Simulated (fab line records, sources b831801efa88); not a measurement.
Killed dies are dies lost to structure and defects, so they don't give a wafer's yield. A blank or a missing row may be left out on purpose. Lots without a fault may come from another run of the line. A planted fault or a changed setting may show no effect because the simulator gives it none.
fab line records | flow sky130
record lots=15 wafers=45 last_day=50
route steps=708 shown NWELL@63 VT_ADJUST_HVTP@96 VT_ADJUST_LVTN@110
lots that met no fault: from a run of the same line without faults
start_h: hours from the record's first day to the start of the lot's first wafer shown | wait_h: hours since the lot's step before | " the same as in the row above | L1.1+2: a row that stands for several wafers | - no value, or no start given | * or withheld: withheld | < > ~ a bound
route shown NAME@n: a module of which the file shows steps, and the number in the route of the first | usual: mean/standard deviation of fault-free wafers | same: alike in all rows | chamber/n: place in a boat | sites: the reading at each site | _std_site: their standard deviation | _edge_site: outer sites' mean less inner sites' | radius_mm: how far each site lies from the wafer's centre | mask NAME#n: copy n | behind: the tool/chamber that last shaped the wafer | hold: why the lot was held/for how many hours/how that ended | device: the transistor (n, p or np) that didn't switch | end of line: the same wafers' tests at the end of the route | a step without rows: its recipe alone | killed: dies lost to structure and defects at the first sort, not the wafer's yield | map: a wafer's dies, x killed, . not, _ none there
set.NAME: the setting as run; set.NAME@STEP: as run at that earlier step | model.NAME: the simulator's own value behind a step, which no gauge read
steps of the route over a sample of lots; a table a step, a row a wafer
services: from which hour (start_h, from the record's first day; less than 0 if before it) a tool's chamber was out of use, for how many hours, and why
## steps
# step SKY_NWELL_OVL_MEAS_10
# usual NWELL_00_OVL=0.6/1.2
# columns lot.wafer tool chamber start_h wait_h NWELL_00_OVL[nm]
L904.1 overlay-02 - 87.20 - 0.9
L904.3 " - " " -0.8
L904.6 " - " " -0.5
L905.1 overlay-01 - 89.25 - 1.2
L905.4 " - " " 2.0
L905.6 " - " " 1.8
L906.1 overlay-01 - 99.25 - -0.2
L906.3 " - " " 0.1
L906.4 " - " " 1.0
L907.1 overlay-02 - 103.70 - -1.3
L907.2 " - " " -0.1
L907.5 " - " " -1.2
L908.2 overlay-02 - 105.36 - -1.7
L908.5 " - " " -0.3
L908.6 " - " " -0.2
L910.1 overlay-02 - 121.62 - 1.2
L910.3 " - " " 0.5
L910.4 " - " " 1.5
L911.1 overlay-01 - 129.27 - 0.2
L911.3 " - " " 1.1
L911.6 " - " " 1.9
L912.2 overlay-02 - 131.50 - -2.2
L912.5 " - " " -0.7
L912.6 " - " " -1.1
L914.2 overlay-02 - 141.31 - -0.4
L914.4 " - " " 0.5
L914.5 " - " " -0.9
L915.3 overlay-01 - 152.00 - 2.2
L915.4 " - " " 1.3
L915.5 " - " " 1.6
L916.1 overlay-01 - 154.05 - 0.3
L916.2 " - " " 1.7
L916.6 " - " " 0.8
L923.1 overlay-01 - 193.75 - -0.1
L923.3 " - " " -1.3
L923.4 " - " " -0.5
L924.3 overlay-02 - 201.23 - 2.2
L924.5 " - " " 2.5
L924.6 " - " " 0.3
L925.1 overlay-02 - 206.35 - 2.0
L925.4 " - " " 1.5
L925.6 " - " " 3.9
L927.2 overlay-02 - 220.23 - -0.2
L927.3 " - " " -0.4
L927.4 " - " " 0.7
# step SKY_VT_ADJUST_HVTP_TW_MEAS_11
# usual VT_ADJUST_HVTP_TW=1357/12
# columns lot.wafer tool chamber start_h wait_h VT_ADJUST_HVTP_TW
L904.1 film_metro-04 - 123.90 0.1 1357
L904.3 " - " " 1353
L904.6 " - " " 1358
L905.1 film_metro-04 - 126.98 0.1 1357
L905.4 " - " " 1361
L905.6 " - " " 1357
L906.1 film_metro-04 - 137.50 0.1 1356
L906.3 " - " " 1360
L906.4 " - " " 1367
L907.1 film_metro-04 - 142.08 0.1 1363
L907.2 " - " " 1359
L907.5 " - " " 1360
L908.2 film_metro-04 - 143.89 0.1 1369
L908.5 " - " " 1354
L908.6 " - " " 1357
L910.1 film_metro-04 - 161.68 0.1 1374
L910.3 " - " " 1389
L910.4 " - " " 1383
L911.1 film_metro-01 - 169.73 0.1 1353
L911.3 " - " " 1345
L911.6 " - " " 1345
L912.2 film_metro-04 - 173.24 0.1 1368
L912.5 " - " " 1369
L912.6 " - " " 1371
L914.2 film_metro-04 - 182.33 0.1 1367
L914.4 " - " " 1359
L914.5 " - " " 1366
L915.3 film_metro-01 - 195.15 0.1 1351
L915.4 " - " " 1353
L915.5 " - " " 1353
L916.1 film_metro-02 - 195.95 0.1 1345
L916.2 " - " " 1338
L916.6 " - " " 1344
L923.1 film_metro-04 - 239.58 0.1 1361
L923.3 " - " " 1370
L923.4 " - " " 1369
L924.3 film_metro-02 - 247.05 0.1 1334
L924.5 " - " " 1339
L924.6 " - " " 1342
L925.1 film_metro-01 - 253.17 0.1 1354
L925.4 " - " " 1350
L925.6 " - " " 1358
L927.2 film_metro-04 - 269.06 0.1 1379
L927.3 " - " " 1381
L927.4 " - " " 1373
# step SKY_VT_ADJUST_LVTN_COAT_13
# recipe resist=NOVOLAK spin_rpm=3000 resist_thk_nm=1140
# usual spin_speed_rpm=3000.1/2.1
# columns lot.wafer tool chamber start_h wait_h spin_speed_rpm
L904.1 litho_track-03 0 152.60 0.1 3006.1
L904.3 " 0 " " 3003.5
L904.6 " 0 " " 2999.4
L905.1 litho_track-04 0 156.32 0.1 2996.9
L905.4 " 0 " " 2998.4
L905.6 " 0 " " 2998.1
L906.1 litho_track-04 0 166.02 0.1 2996.9
L906.3 " 0 " " 3000.9
L906.4 " 0 " " 3000.5
L907.1 litho_track-03 0 171.35 0.1 2998.9
L907.2 " 0 " " 3003.3
L907.5 " 0 " " 2998.8
L908.2 litho_track-01 0 173.34 0.1 3000.7
L908.5 " 0 " " 3001.5
L908.6 " 0 " " 3001.0
L910.1 litho_track-01 0 192.02 0.1 3001.5
L910.3 " 0 " " 3002.1
L910.4 " 0 " " 3000.9
L911.1 litho_track-01 0 201.87 0.1 3001.8
L911.3 " 0 " " 3003.4
L911.6 " 0 " " 3003.1
L912.2 litho_track-01 0 204.39 0.1 2999.9
L912.5 " 0 " " 3001.3
L912.6 " 0 " " 3000.1
L914.2 litho_track-01 0 214.24 0.1 2999.5
L914.4 " 0 " " 3002.3
L914.5 " 0 " " 2999.8
L915.3 litho_track-04 0 228.52 0.1 3002.3
L915.4 " 0 " " 2999.2
L915.5 " 0 " " 3004.2
L916.1 litho_track-01 0 229.42 0.1 2998.9
L916.2 " 0 " " 2999.9
L916.6 " 0 " " 3000.3
L923.1 litho_track-04 0 275.27 0.1 3161.0
L923.3 " 0 " " 3165.9
L923.4 " 0 " " 3162.9
L924.3 litho_track-04 0 283.37 0.1 3162.4
L924.5 " 0 " " 3162.4
L924.6 " 0 " " 3166.0
L925.1 litho_track-04 0 290.52 0.1 3160.0
L925.4 " 0 " " 3158.6
L925.6 " 0 " " 3162.5
L927.2 litho_track-03 0 307.93 0.1 2999.2
L927.3 " 0 " " 3000.4
L927.4 " 0 " " 3002.5
# step SKY_VT_ADJUST_LVTN_STRIP_20
# recipe chemistry=O2/N2 power_w=1400 pressure_mtorr=1500 platen_temp_c=withheld o2_flow_sccm=3000 n2_flow_sccm=300 overash_fraction=0.5
# usual drypump_motor_current_A=5.6/0.5 oes_product_au=0.715/0.0042 strip_time_to_endpoint_s=14.16/0.039
# columns lot.wafer tool chamber start_h wait_h drypump_motor_current_A oes_product_au rf_hours_counter_h strip_time_to_endpoint_s
L904.1 plasma_asher-03 0 162.76 0.1 6.0 0.715 49 14.21
L904.3 " 0 " " 6.0 0.715 - 14.20
L904.6 " 1 " " 5.9 0.711 - 14.18
L905.1 plasma_asher-01 0 166.04 0.1 4.9 0.709 35 14.16
L905.4 " 0 " " 4.9 0.713 - 14.18
L905.6 " 0 " " 4.9 0.716 - 14.14
L906.1 plasma_asher-03 0 177.16 0.1 6.0 0.715 50 14.14
L906.3 " 1 " " 5.9 0.725 - 14.12
L906.4 " 0 " " 6.1 0.716 - 14.11
L907.1 plasma_asher-01 0 181.64 0.1 4.9 0.717 36 14.17
L907.2 " 1 " " 6.1 0.713 36 14.20
L907.5 " 0 " " 4.9 0.716 - 14.20
L908.2 plasma_asher-02 0 183.59 0.1 5.0 0.725 48 14.15
L908.5 " 1 " " 5.6 0.723 - 14.13
L908.6 " 0 " " 5.0 0.719 - 14.15
L910.1 plasma_asher-01 1 203.39 0.1 6.1 0.713 38 14.13
L910.3 " 1 " " 6.1 0.717 - 14.13
L910.4 " 0 " " 4.9 0.711 - 14.13
L911.1 plasma_asher-01 0 212.80 0.1 4.8 0.710 39 14.11
L911.3 " 0 " " 4.9 0.716 - 14.11
L911.6 " 1 " " 6.1 0.707 - 14.11
L912.2 plasma_asher-01 1 215.79 0.1 6.1 0.713 39 14.17
L912.5 " 0 " " 4.8 0.719 - 14.17
L912.6 " 1 " " 6.1 0.715 - 14.17
L914.2 plasma_asher-01 0 226.20 0.1 4.9 0.725 40 14.10
L914.4 " 0 " " 4.9 0.721 - 14.08
L914.5 " 0 " " 4.9 0.713 - 14.11
L915.3 plasma_asher-02 0 239.69 0.1 4.9 0.716 - 14.17
L915.4 " 1 " " 5.5 0.717 - 14.17
L915.5 " 0 " " 4.9 0.713 - 14.19
L916.1 plasma_asher-01 0 240.70 0.1 4.9 0.716 42 14.19
L916.2 " 1 " " 6.1 0.716 42 14.20
L916.6 " 0 " " 4.9 0.719 - 14.20
L923.1 plasma_asher-01 1 287.85 0.1 6.0 0.719 47 13.80
L923.3 " 1 " " 6.0 0.718 - 13.81
L923.4 " 0 " " 4.9 0.717 - 13.81
L924.3 plasma_asher-02 1 296.19 0.1 5.5 0.716 - 13.76
L924.5 " 0 " " 4.9 0.713 - 13.78
L924.6 " 1 " " 5.5 0.720 - 13.82
L925.1 plasma_asher-03 1 304.76 0.1 5.9 0.716 63 13.85
L925.4 " 0 " " 6.0 0.726 - 13.84
L925.6 " 1 " " 5.9 0.716 - 13.83
L927.2 plasma_asher-02 1 321.45 0.1 5.5 0.717 60 14.20
L927.3 " 0 " " 4.9 0.719 - 14.17
L927.4 " 1 " " 5.6 0.713 - 14.19
# step SKY_VT_ADJUST_LVTN_TW_MEAS_21
# usual VT_ADJUST_LVTN_2_TW=188.2/1.5
# columns lot.wafer tool chamber start_h wait_h VT_ADJUST_LVTN_2_TW
L904.1 film_metro-03 - 162.86 0.1 188.6
L904.3 " - " " 188.8
L904.6 " - " " 187.6
L905.1 film_metro-04 - 166.14 0.1 190.1
L905.4 " - " " 191.3
L905.6 " - " " 190.8
L906.1 film_metro-01 - 177.26 0.1 187.9
L906.3 " - " " 187.4
L906.4 " - " " 186.6
L907.1 film_metro-04 - 181.74 0.1 190.3
L907.2 " - " " 190.2
L907.5 " - " " 189.8
L908.2 film_metro-01 - 183.70 0.1 187.2
L908.5 " - " " 186.6
L908.6 " - " " 187.1
L910.1 film_metro-01 - 203.49 0.1 187.5
L910.3 " - " " 187.8
L910.4 " - " " 187.6
L911.1 film_metro-03 - 212.90 0.1 187.9
L911.3 " - " " 187.3
L911.6 " - " " 187.3
L912.2 film_metro-03 - 215.90 0.1 187.9
L912.5 " - " " 187.7
L912.6 " - " " 187.2
L914.2 film_metro-04 - 226.31 0.1 189.1
L914.4 " - " " 188.9
L914.5 " - " " 189.5
L915.3 film_metro-03 - 239.78 0.1 187.8
L915.4 " - " " 186.4
L915.5 " - " " 186.5
L916.1 film_metro-01 - 240.80 0.1 188.6
L916.2 " - " " 188.0
L916.6 " - " " 188.2
L923.1 film_metro-03 - 287.95 0.1 186.6
L923.3 " - " " 186.5
L923.4 " - " " 186.5
L924.3 film_metro-04 - 296.28 0.1 190.2
L924.5 " - " " 189.7
L924.6 " - " " 190.2
L925.1 film_metro-01 - 304.86 0.1 188.0
L925.4 " - " " 188.6
L925.6 " - " " 188.1
L927.2 film_metro-04 - 321.56 0.1 190.4
L927.3 " - " " 189.8
L927.4 " - " " 190.8
## services
# columns tool chamber start_h hours kind
litho_track-03 - 184.73 - consumable_replace:filter
plasma_asher-02 - 215.61 13.1 repair
## key
first_sign step=SKY_VT_ADJUST_LVTN_COAT_13 reading=spin_speed_rpm direction=up sigmas=77 usual=3000.1 struck=3162.4
effect step=SKY_VT_ADJUST_LVTN_STRIP_20 reading=strip_time_to_endpoint_s direction=down sigmas=9 usual=* struck=*
met_at SKY_VT_ADJUST_LVTN_COAT_13
struck_lots L923,L924,L925
sort_left_out L923.1,L923.3,L923.4
tester_left_out L923,L924,L925
not_acting_at SKY_NWELL_OVL_MEAS_10,SKY_VT_ADJUST_HVTP_TW_MEAS_11,SKY_VT_ADJUST_LVTN_TW_MEAS_21
onset_between 228.52 275.27
fault kind=process_parameter_drift tool=litho_track-04 chamber=- onset_h=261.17 steps=SKY_VT_ADJUST_LVTN_COAT_13 channel=spin_rpm offset=163.36 shape=step end_h=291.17 acts_in=these_recipes_only stated=3000
# tester_left_out: of these lots the tester's yield and bins aren't shown, on N5 and GAA mostly nor the transistor test; their killed dies are dies lost to structure and defects alone, not to doping, threshold or leakage, so they don't give the yield
# sort_left_out: the simulated sort isn't trusted on such a fault, so these wafers' sort isn't shown, and their yield isn't known
